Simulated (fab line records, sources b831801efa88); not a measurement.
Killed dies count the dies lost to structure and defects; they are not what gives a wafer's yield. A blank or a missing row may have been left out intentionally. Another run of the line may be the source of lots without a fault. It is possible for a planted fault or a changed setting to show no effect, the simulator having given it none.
fab line records    flow gf180mcu
[record] lots = 12  wafers = 36  last-day = 34
route steps=602 shown HV_LDD@211 M3@409
lots with no fault: from the same line, run without faults
start-h: start of the lot's first displayed wafer, in hours after the record's first day    wait-h: hours elapsed since this lot's preceding step    " identical to the entry in the row above    L1.1+2: several wafers, shown together as one row    - no value present, or no start provided    * or withheld: withheld    < > ~ a bound
route shown NAME@n: a module of which the file shows steps, and the number in the route of the first    usual: mean/standard deviation taken from wafers without a fault    same: alike in all rows    chamber/n: place in a boat    sites: each site's reading    _std_site: the values' standard deviation    _edge_site: outer sites' mean less inner sites'    radius-mm: for every site, how far away it sits from the centre of the wafer    mask NAME#n: copy n    behind: the tool/chamber that last shaped the wafer    hold: cause of the lot's hold/its duration in hours/its outcome    device: the n, p or np transistor that did not switch    end of line: at the end of the route, the tests of the same wafers    where a step has no rows: the recipe by itself    killed: count of dies lost to structure and defects at first sort (not the wafer's yield)    map: the dies of a wafer, with x for killed, . for not killed, _ for no die there
set.NAME: the setting the step ran with; set.NAME@STEP: the setting that earlier step ran with    model.NAME: the simulator's own value behind a step, which no gauge read
the route's steps for a sample of lots (tables are steps, rows are wafers)
services: from which hour (start-h, from the record's first day; less than 0 if before it) a tool's chamber was out of use, for how many hours, and why
[[steps]]
[step GF_HV_LDD_IMPLANT_35]
[recipe] species = P  energy-kev = 60  dose-cm2 = 7.5e+12  tilt-deg = 30  rotation-deg = 180
[same] implant-ion-amu = 31
lot.wafer   tool          chamber  start-h  wait-h
L260.1+3+5  implanter-02  0        275.20   0.1
L261.2+3+5  implanter-01  0        282.93   0.1
L263.1+2+3  implanter-03  0        294.69   0.1
L264.1+2+5  implanter-01  0        306.11   0.1
L265.1+3+5  implanter-03  0        311.00   0.1
L266.3+4+5  implanter-03  0        321.55   0.1
L268.1+4+5  implanter-03  0        335.64   0.1
L268.1+4+5  implanter-03  0        335.96   0.3
L269.2+5+6  implanter-01  0        344.53   0.1
L270.1+3+6  implanter-01  0        354.21   0.1
L272.1+2+4  implanter-01  0        369.49   0.1
L272.1+2+4  implanter-01  0        369.81   0.3
L278.2+3+4  implanter-03  0        415.12   0.1
L278.2+3+4  implanter-03  0        415.44   0.3
L279.1+5+6  implanter-03  0        426.24   0.1
[step GF_HV_LDD_TW_MEAS_38]
[usual] HV_LDD_3_TW = 1448/8.9
lot.wafer  tool           chamber  start-h  wait-h  HV_LDD_3_TW
L260.1     film-metro-02  -        275.60   0.1     1445
L260.3     "              -        "        "       1442
L260.5     "              -        "        "       1440
L261.2     film-metro-04  -        283.32   0.1     1450
L261.3     "              -        "        "       1450
L261.5     "              -        "        "       1459
L263.1     film-metro-04  -        295.09   0.1     1449
L263.2     "              -        "        "       1455
L263.3     "              -        "        "       1452
L264.1     film-metro-03  -        306.51   0.1     1456
L264.2     "              -        "        "       1443
L264.5     "              -        "        "       1438
L265.1     film-metro-02  -        311.40   0.1     1453
L265.3     "              -        "        "       1445
L265.5     "              -        "        "       1453
L266.3     film-metro-02  -        321.92   0.1     1450
L266.4     "              -        "        "       1447
L266.5     "              -        "        "       1448
L268.1     film-metro-02  -        336.38   0.1     1551
L268.4     "              -        "        "       1552
L268.5     "              -        "        "       1549
L269.2     film-metro-02  -        344.92   0.1     1450
L269.5     "              -        "        "       1450
L269.6     "              -        "        "       1450
L270.1     film-metro-04  -        354.61   0.1     1464
L270.3     "              -        "        "       1465
L270.6     "              -        "        "       1468
L272.1     film-metro-02  -        370.21   0.1     1562
L272.2     "              -        "        "       1553
L272.4     "              -        "        "       1549
L278.2     film-metro-04  -        415.82   0.1     1560
L278.3     "              -        "        "       1564
L278.4     "              -        "        "       1554
L279.1     film-metro-03  -        426.64   0.1     1443
L279.5     "              -        "        "       1437
L279.6     "              -        "        "       1446
[step GF_HV_LDD_RS_MEAS_53]
[recipe] thk-meas-gauge = four-point-probe
[usual] HV_LDD_RS = 417.3/0.9
lot.wafer  tool           chamber  start-h  wait-h  HV_LDD_RS[ohm/sq]
L260.1     film-metro-04  -        296.15   0.1     417.7
L260.3     "              -        "        "       418.3
L260.5     "              -        "        "       416.9
L261.2     film-metro-04  -        303.55   0.1     415.4
L261.3     "              -        "        "       415.8
L261.5     "              -        "        "       416.6
L263.1     film-metro-04  -        316.09   0.1     416.8
L263.2     "              -        "        "       416.9
L263.3     "              -        "        "       417.1
L264.1     film-metro-03  -        328.07   0.1     417.0
L264.2     "              -        "        "       416.1
L264.5     "              -        "        "       416.5
L265.1     film-metro-03  -        332.27   0.1     417.4
L265.3     "              -        "        "       417.4
L265.5     "              -        "        "       417.8
L266.3     film-metro-03  -        343.73   0.1     418.9
L266.4     "              -        "        "       419.2
L266.5     "              -        "        "       419.4
L268.1     film-metro-02  -        358.24   0.1     396.9
L268.4     "              -        "        "       397.8
L268.5     "              -        "        "       397.8
L269.2     film-metro-04  -        367.04   0.1     417.3
L269.5     "              -        "        "       416.8
L269.6     "              -        "        "       417.6
L270.1     film-metro-02  -        376.98   0.1     418.8
L270.3     "              -        "        "       417.3
L270.6     "              -        "        "       417.8
L272.1     film-metro-04  -        392.86   0.1     396.7
L272.2     "              -        "        "       397.5
L272.4     "              -        "        "       397.4
L278.2     film-metro-04  -        439.74   0.1     399.0
L278.3     "              -        "        "       398.8
L278.4     "              -        "        "       399.9
L279.1     film-metro-02  -        451.76   0.1     418.2
L279.5     "              -        "        "       417.4
L279.6     "              -        "        "       418.0
[step GF_M3_SPUTTER_00]
[recipe] material = Ti  target-thk-nm = 37.5  arriving-ion-energy-ev = 80  substrate-temp-c = 200  chamber-pressure-pa = 2  power-w = 4000  time-s = 150
[usual] chamber-pressure-pa = 2.000/0.0045  throttle-valve-pct = 30.1/1.4
[same] time-s = 150
lot.wafer  tool            chamber  start-h  wait-h  chamber-pressure-pa  throttle-valve-pct
L260.1     pvd-sputter-02  -        492.70   0.1     1.990                30.1
L260.3     "               -        "        "       2.004                31.3
L260.5     "               -        "        "       1.998                31.4
L261.2     pvd-sputter-02  -        500.09   0.1     2.005                29.8
L261.3     "               -        "        "       2.005                29.6
L261.5     "               -        "        "       2.005                29.8
L263.1     pvd-sputter-01  -        512.14   0.2     2.000                30.9
L263.2     "               -        "        "       2.000                29.2
L263.3     "               -        "        "       1.994                26.7
L264.1     pvd-sputter-02  -        527.39   0.2     1.997                31.1
L264.2     "               -        "        "       1.995                31.5
L264.5     "               -        "        "       2.004                29.9
L265.1     pvd-sputter-02  -        530.21   0.1     2.002                31.0
L265.3     "               -        "        "       1.997                30.1
L265.5     "               -        "        "       1.985                29.9
L266.3     pvd-sputter-03  -        544.87   0.1     1.998                32.0
L266.4     "               -        "        "       1.995                31.0
L266.5     "               -        "        "       2.000                28.4
L268.1     pvd-sputter-02  -        557.74   0.1     2.008                29.9
L268.4     "               -        "        "       2.000                29.7
L268.5     "               -        "        "       2.000                29.6
L269.2     pvd-sputter-03  -        571.01   0.2     2.001                30.8
L269.5     "               -        "        "       2.000                31.2
L269.6     "               -        "        "       1.999                30.7
L270.1     pvd-sputter-02  -        576.10   0.2     2.008                31.6
L270.3     "               -        "        "       2.001                30.0
L270.6     "               -        "        "       2.006                29.8
L272.1     pvd-sputter-02  -        594.88   0.1     2.001                29.8
L272.2     "               -        "        "       1.997                31.2
L272.4     "               -        "        "       1.991                30.0
L278.2     pvd-sputter-02  -        633.12   0.1     1.998                31.1
L278.3     "               -        "        "       1.997                29.8
L278.4     "               -        "        "       2.003                31.5
L279.1     pvd-sputter-03  -        643.75   0.1     2.010                28.5
L279.5     "               -        "        "       1.999                28.9
L279.6     "               -        "        "       1.992                32.0
[step GF_M3_SPUTTER_01]
[recipe] material = TiN  target-thk-nm = 30  power-w = 6500  time-s = 25  chamber-pressure-pa = 0.4
[usual] chamber-pressure-pa = 0.4001/0.00075  throttle-valve-pct = 30.1/1.4
[same] time-s = 25
lot.wafer  tool            chamber  start-h  wait-h  chamber-pressure-pa  throttle-valve-pct
L260.1     pvd-sputter-02  -        492.80   0.1     0.4013               29.8
L260.3     "               -        "        "       0.4015               31.3
L260.5     "               -        "        "       0.4005               31.1
L261.2     pvd-sputter-02  -        500.19   0.1     0.4005               29.7
L261.3     "               -        "        "       0.3997               29.9
L261.5     "               -        "        "       0.4014               29.8
L263.1     pvd-sputter-01  -        512.24   0.1     0.3992               31.0
L263.2     "               -        "        "       0.3998               29.1
L263.3     "               -        "        "       0.4016               26.6
L264.1     pvd-sputter-02  -        527.49   0.1     0.3982               31.2
L264.2     "               -        "        "       0.4009               31.3
L264.5     "               -        "        "       0.3999               29.9
L265.1     pvd-sputter-02  -        530.31   0.1     0.3991               31.3
L265.3     "               -        "        "       0.4002               29.6
L265.5     "               -        "        "       0.3995               29.8
L266.3     pvd-sputter-03  -        544.97   0.1     0.3993               32.0
L266.4     "               -        "        "       0.3997               30.8
L266.5     "               -        "        "       0.3992               28.3
L268.1     pvd-sputter-02  -        557.84   0.1     0.3996               30.0
L268.4     "               -        "        "       0.4012               29.6
L268.5     "               -        "        "       0.4002               29.9
L269.2     pvd-sputter-03  -        571.11   0.1     0.3996               30.9
L269.5     "               -        "        "       0.3990               30.8
L269.6     "               -        "        "       0.3994               30.7
L270.1     pvd-sputter-02  -        576.20   0.1     0.4001               31.6
L270.3     "               -        "        "       0.4005               29.6
L270.6     "               -        "        "       0.3993               30.0
L272.1     pvd-sputter-02  -        594.98   0.1     0.4003               29.6
L272.2     "               -        "        "       0.3991               31.0
L272.4     "               -        "        "       0.4019               30.0
L278.2     pvd-sputter-02  -        633.22   0.1     0.3988               31.0
L278.3     "               -        "        "       0.4003               30.0
L278.4     "               -        "        "       0.4007               31.4
L279.1     pvd-sputter-03  -        643.85   0.1     0.4001               28.5
L279.5     "               -        "        "       0.3993               28.6
L279.6     "               -        "        "       0.3994               31.8
[step GF_M3_METAL_ETCH_16]
[recipe] chemistry = Cl2/BCl3  mask-material = KrF  target-depth-nm = 750.8  stop-on = SiO2  pressure-mtorr = 8  icp-w = 800  bias-w = 140  Cl2_flow_sccm = 80  bcl3-flow-sccm = 40  time-s = 125.1
[usual] drypump-motor-current-A = 5.98/0.29  oes-product-au = 0.990/0.0061  throttle-valve-pct = 28.230/0.01
[same] time-s = 125.1
lot.wafer  tool          chamber  start-h  wait-h  drypump-motor-current-A  oes-product-au  rf-hours-counter-h  throttle-valve-pct
L260.1     rie-metal-04  1        516.86   0.0     5.73                     0.983           0                   28.234
L260.3     "             1        "        "       5.73                     0.985           -                   28.249
L260.5     "             0        "        "       6.41                     0.996           -                   28.224
L261.2     rie-metal-03  1        523.29   0.1     5.89                     0.984           -                   28.230
L261.3     "             1        "        "       5.90                     0.988           -                   28.238
L261.5     "             1        "        "       5.85                     0.982           -                   28.241
L263.1     rie-metal-03  1        535.74   0.0     5.86                     0.992           2                   28.224
L263.2     "             1        "        "       5.83                     0.990           -                   28.225
L263.3     "             1        "        "       5.84                     0.985           -                   28.219
L264.1     rie-metal-03  1        550.04   0.0     5.93                     0.992           3                   28.239
L264.2     "             0        "        "       6.14                     0.997           8                   28.244
L264.5     "             0        "        "       6.15                     0.988           -                   28.244
L265.1     rie-metal-03  1        553.41   0.0     5.89                     0.988           3                   28.238
L265.3     "             1        "        "       5.90                     0.985           -                   28.234
L265.5     "             1        "        "       5.89                     0.985           -                   28.239
L266.3     rie-metal-03  1        567.38   0.1     5.89                     0.988           -                   28.225
L266.4     "             0        "        "       6.18                     0.993           -                   28.217
L266.5     "             0        "        "       6.13                     0.989           -                   28.221
L268.1     rie-metal-04  0        579.26   0.0     6.40                     0.980           13                  28.220
L268.4     "             0        "        "       6.43                     0.988           -                   28.221
L268.5     "             1        "        "       5.76                     0.980           -                   28.244
L269.2     rie-metal-04  1        591.99   0.0     5.73                     0.996           3                   28.221
L269.5     "             0        "        "       6.40                     1.001           -                   28.231
L269.6     "             1        "        "       5.73                     0.988           -                   28.228
L270.1     rie-metal-03  1        597.99   0.0     5.87                     0.987           4                   28.229
L270.3     "             1        "        "       5.92                     0.989           -                   28.237
L270.6     "             1        "        "       5.84                     0.992           -                   28.239
L272.1     rie-metal-03  1        616.14   0.0     5.86                     0.997           5                   28.233
L272.2     "             0        "        "       6.17                     0.995           9                   28.233
L272.4     "             1        "        "       5.83                     1.001           -                   28.227
L278.2     rie-metal-04  0        653.15   0.0     6.42                     0.991           16                  28.230
L278.3     "             1        "        "       5.72                     0.985           -                   28.223
L278.4     "             0        "        "       6.41                     0.976           -                   28.246
L279.1     rie-metal-01  0        663.75   0.0     6.11                     0.979           7                   28.248
L279.5     "             1        "        "       5.47                     0.984           -                   28.232
L279.6     "             0        "        "       6.08                     0.979           -                   28.244
[[services]]
tool            chamber  start-h  hours  kind
pvd-sputter-02  -        261.13   7.4    repair
rie-metal-03    -        264.26   0.7    repair
rie-metal-03    0        280.94   2.5    repair
implanter-03    -        308.21   0.9    repair
implanter-01    -        313.60   5.6    pm
implanter-01    -        365.89   1.1    repair
pvd-sputter-02  -        367.53   5.7    repair
implanter-03    -        394.87   2.9    repair
pvd-sputter-02  -        422.67   21.6   repair
implanter-03    -        470.21   6.8    repair
implanter-01    -        490.23   2.0    repair
implanter-01    -        504.25   2.0    repair
rie-metal-03    0        522.38   1.5    repair
implanter-01    -        522.66   1.6    repair
rie-metal-03    0        534.56   4.1    repair
pvd-sputter-03  -        548.91   1.0    repair
implanter-01    -        549.84   4.5    pm
implanter-01    -        556.32   1.9    repair
pvd-sputter-02  -        565.07   1.4    repair
pvd-sputter-02  -        573.70   2.3    repair
pvd-sputter-03  -        576.12   0.5    repair
rie-metal-03    0        597.23   1.6    repair
implanter-01    -        628.04   3.7    repair
implanter-03    -        658.17   1.6    repair
[[key]]
[first-sign] step = GF_HV_LDD_IMPLANT_35  reading = visit  direction = added
[effect] step = GF_HV_LDD_TW_MEAS_38  reading = HV_LDD_3_TW  direction = up  sigmas = 12  usual = 1448  struck = 1555
[effect] step = GF_HV_LDD_RS_MEAS_53  reading = HV_LDD_RS  direction = down  sigmas = 21  usual = 417.3  struck = 398.0
met-at GF_HV_LDD_IMPLANT_35
struck-lots L268,L272,L278
tester-left-out L268,L272,L278
not-acting-at GF_M3_SPUTTER_00,GF_M3_SPUTTER_01,GF_M3_METAL_ETCH_16
[fault] kind = repeated-step-whole  tool = implanter-01,implanter-02,implanter-03  chamber = -  onset-h = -  steps = GF_HV_LDD_IMPLANT_35  times = 1  scope = struck-lots-only
// tester-left-out: of these lots the tester's yield and bins aren't shown, on N5 and GAA mostly nor the transistor test; their killed dies are dies lost to structure and defects alone, not to doping, threshold or leakage, so they don't give the yield
